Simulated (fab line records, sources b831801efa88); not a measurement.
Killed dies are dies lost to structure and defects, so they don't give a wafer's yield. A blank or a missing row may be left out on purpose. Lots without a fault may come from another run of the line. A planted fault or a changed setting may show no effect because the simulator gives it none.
A struck lot beside a sound one | flow sky130 | 35 steps out of a route of 708
Sound: wafers L367.1, L367.4, L367.5. Struck: wafers L377.1, L377.2, L377.4. The cause comes at the end.
At each step with rows: each side's tool, then ch and its chambers, then its first start. Under that, the readings that differ: sound wafers | struck wafers | difference of the means | sigmas: that difference in standard deviations of wafers without a fault.
alike: readings whose means differ by less than 2 such deviations, and words and numbers that are the same on both sides. not compared: withheld readings, readings that some wafer has no value for, bounds like >300 that may hide the same value, and numbers for which the record gives no deviation and whose values overlap.
The two part at a step that has a row with sigmas, a row that says differs or no value, or rows on one side only. Numbers that don't overlap but have no deviation are shown without sigmas and don't part them. A reading that every wafer of one side lacks parts them only if that side has two wafers or more.

SKY_SD_P_CD_MEAS_07: target cd 380 nm.
  sound on cd_sem-01, day 26 06:50; struck on cd_sem-02, day 29 17:48
  alike: cd_nm
SKY_SD_P_OVL_MEAS_08:
  sound on overlay-02, day 26 06:58; struck on overlay-02, day 29 17:55
  alike: SD_P_OVL
then, 1 step without rows for these wafers: SKY_SD_P_IMPLANT_09.
SKY_SD_P_STRIP_10: strips in O2/N2.
  sound on plasma_asher-01 ch 0,1, day 26 07:08; struck on plasma_asher-01 ch 0,1, day 29 18:07
  alike: chamber_pressure_mTorr, drypump_motor_current_A, oes_product_au, strip_time_to_endpoint_s
  not compared: rf_hours_counter_h
SKY_SD_P_TW_MEAS_11:
  sound on film_metro-01, day 26 07:14; struck on film_metro-04, day 29 18:13
  alike: SD_P_TW
then, 7 steps without rows for these wafers: SKY_RES_XHIGH_DEHYDRATE_00 (time 60 s); SKY_RES_XHIGH_HMDS_01 (prime time 60 s); SKY_RES_XHIGH_COAT_02 (resist thk 1140 nm); SKY_RES_XHIGH_SOFTBAKE_03 (time 60 s); SKY_RES_XHIGH_EXPOSE_04 (exposes mask URPM, target cd 1270 nm); SKY_RES_XHIGH_PEB_05; SKY_RES_XHIGH_DEVELOP_06 (develop time 60 s).
SKY_RES_XHIGH_IMPLANT_07:
  sound on implanter-03 ch 0, day 27 12:48; struck on implanter-03 ch 0, day 30 21:41
  alike: beam_energy_keV
SKY_RES_XHIGH_STRIP_08: strips in O2/N2.
  sound on plasma_asher-01 ch 0,1, day 27 12:57; struck on plasma_asher-01 ch 0,1, day 30 21:50
  reading                      | sound             | struck            | difference | sigmas
  oes_product_au (a.u.)        | 0.706 0.709 0.712 | 0.692 0.681 0.688 | -0.022     | -5
  strip_time_to_endpoint_s (s) | 14.29 14.26 14.27 | 15.02 15.06 15.04 | +0.77      | +18
  alike: chamber_pressure_mTorr, drypump_motor_current_A
  not compared: rf_hours_counter_h
SKY_RES_XHIGH_TW_MEAS_09:
  sound on film_metro-01, day 27 13:03; struck on film_metro-01, day 30 21:56
  reading      | sound          | struck         | difference | sigmas
  RES_XHIGH_TW | 1624 1633 1628 | 2002 2006 2000 | +374       | +20
then, 7 steps without rows for these wafers: SKY_SD_N_DEHYDRATE_00 (time 60 s); SKY_SD_N_HMDS_01 (prime time 60 s); SKY_SD_N_COAT_02 (resist thk 1140 nm); SKY_SD_N_SOFTBAKE_03 (time 60 s); SKY_SD_N_EXPOSE_04 (exposes mask NSDM, target cd 380 nm); SKY_SD_N_PEB_05; SKY_SD_N_DEVELOP_06 (develop time 60 s).
SKY_SD_N_CD_MEAS_07: target cd 380 nm.
  sound on cd_sem-02, day 28 17:52; struck on cd_sem-01, day 32 01:34
  reading    | sound             | struck            | difference | sigmas
  cd_nm (nm) | 380.4 380.9 377.2 | 384.7 386.2 382.8 | +5.1       | +2
SKY_SD_N_OVL_MEAS_08:
  sound on overlay-02, day 28 17:59; struck on overlay-02, day 32 01:41
  alike: SD_N_OVL
then, 2 steps without rows for these wafers: SKY_SD_N_IMPLANT_09; SKY_SD_N_IMPLANT_10.
SKY_SD_N_STRIP_11: strips in O2/N2.
  sound on plasma_asher-01 ch 0,1, day 28 18:20; struck on plasma_asher-02 ch 0,1, day 32 02:02
  alike: chamber_pressure_mTorr, drypump_motor_current_A, oes_product_au, strip_time_to_endpoint_s
  not compared: rf_hours_counter_h
SKY_SD_N_TW_MEAS_12:
  sound on film_metro-01, day 28 18:26; struck on film_metro-01, day 32 02:08
  alike: SD_N_TW
then, 1 step without rows for these wafers: SKY_SD_N_CLEAN_13 (cleans in SC1/SC2, time 150 s).
SKY_SD_N_RTA_14: time 2 s.
  sound on rtp_anneal-01 ch 0, day 28 18:32; struck on rtp_anneal-01 ch 0, day 32 02:19
  alike: lamp_power_pct, wafer_temp_C_max
SKY_SD_N_RS_MEAS_16: measures by four-point-probe.
  sound on film_metro-03, day 28 18:43; struck on film_metro-01, day 32 02:29
  alike: SD_N_RS
SKY_SD_N_RS_MEAS_17: measures by four-point-probe.
  sound on film_metro-03, day 28 18:50; struck on film_metro-01, day 32 02:36
  reading          | sound             | struck            | difference | sigmas
  SD_P_RS (ohm/sq) | 146.8 146.8 146.6 | 147.8 147.8 147.7 | +1.0       | +2
SKY_SD_N_RS_MEAS_18: measures by four-point-probe.
  sound on film_metro-03, day 28 18:58; struck on film_metro-01, day 32 02:43
  reading               | sound             | struck            | difference | sigmas
  RES_XHIGH_RS (ohm/sq) | 332.3 332.0 332.3 | 205.1 205.0 205.6 | -127.0     | -98
then, 1 step without rows for these wafers: SKY_SALICIDE_CLEAN_00 (cleans in HF-last, time 30 s).
-- the record jumps here: 17 days lie between the struck wafers' starts before and after (it left off in module SALICIDE and takes up again in module PAD_OPEN, whose first step shown is number 708 of the route) --
SKY_PAD_OPEN_PROBE_99:
  sound on prober-02, day 46 14:10; struck on prober-01, day 48 21:29
  reading                              | sound          | struck          | difference | sigmas
  killed_at_M4_up                      | 3 1 1          | 10 4 6          | +5         | +3
  model.etest.res_xhigh_po.line_ohm_um | 5402 5482 5600 | 1908 1852 1867  | -3619      |
  model.etest.res_xhigh_po.rs_ohm_sq   | 1885 1931 1959 | 666.3 654.5 659 | -1265.1    |
  alike: killed_at_M0_to_M3, killed_at_contacts, killed_at_front_end, killed_at_other, killed_dies, killed_open, killed_short

WHERE THEY PART
First at SKY_RES_XHIGH_STRIP_08; last, within this record, at SKY_PAD_OPEN_PROBE_99.

WHY: what the simulator had put in
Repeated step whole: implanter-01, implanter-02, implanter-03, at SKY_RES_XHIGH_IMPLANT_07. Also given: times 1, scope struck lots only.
